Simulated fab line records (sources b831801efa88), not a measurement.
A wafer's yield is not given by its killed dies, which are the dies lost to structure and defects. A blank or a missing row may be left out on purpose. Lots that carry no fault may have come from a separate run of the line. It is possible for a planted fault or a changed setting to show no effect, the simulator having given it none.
What tool caused it? -- flow gf180mcu -- 21 wafers from 7 lots sampled at 2 of the route's 602 steps

== WHAT THE GAUGES READ, wafer by wafer ==
GF_VT_IMPLANT_TW_MEAS_43.
lot,measured,on,VT_IMPLANT_4_TW
L873,day 8 02:02,film_metro-02,699 696 697
L877,day 9 03:56,film_metro-01,689 691 691
L879,day 9 16:05,film_metro-01,688 691 694
L881,day 10 09:17,film_metro-02,699 700 702
L884,day 11 10:49,film_metro-02,699 699 691
L891,day 13 10:26,film_metro-01,622 620 623
L894,day 13 23:35,film_metro-01,697 695 698

== WHAT TOOL EACH LOT RAN ON (gives the tool, then ch and the chambers of the sampled wafers, and finally the start) ==
lot,GF_VT_IMPLANT_IMPLANT_41
L873,"implanter-03 ch 0, day 8 01:47"
L877,"implanter-04 ch 0, day 9 03:41"
L879,"implanter-04 ch 0, day 9 15:50"
L881,"implanter-03 ch 0, day 10 09:03"
L884,"implanter-03 ch 0, day 11 10:34"
L891,"implanter-04 ch 0, day 13 10:11"
L894,"implanter-03 ch 0, day 13 23:20"
- GF_VT_IMPLANT_IMPLANT_41

== THE ANSWER, worked out from the rows above alone ==
Rule: the usual values come from the lots themselves. The widest of any qualifying gaps counts: lots, ordered by their means at a reading, are off when they make up no more than a third of the lots, leave a main group of 4 or more, and stand apart from it by 3 or more times the standard deviation of that group's means. Not used: any main group whose means are identical at the precision the tables above print for the reading. A lot without any number at a reading at which 4 lots or more have one is off too. All remaining lots with rows at the step are treated as sound.
Off: L891, at GF_VT_IMPLANT_TW_MEAS_43 (VT_IMPLANT_4_TW). The main group: mean 695, standard deviation 3.5.
A tool fits if, at a process step before that reading, it ran every lot that is off, and no sound lot after the first of them. Gauges at GF_VT_IMPLANT_TW_MEAS_43: tried the same way as those tools. One candidate fits, namely implanter-04 at GF_VT_IMPLANT_IMPLANT_41. A fault onset in the window from L879 (day 9 15:50, its last sound lot) to L891 (day 13 10:11, its first lot off) fits.

== WHAT THE SIMULATOR PUT IN ==
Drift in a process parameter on implanter-04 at GF_VT_IMPLANT_IMPLANT_41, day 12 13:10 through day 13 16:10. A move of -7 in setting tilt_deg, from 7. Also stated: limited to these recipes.
Lots struck among those shown: L891. This agrees with what the rule above found.
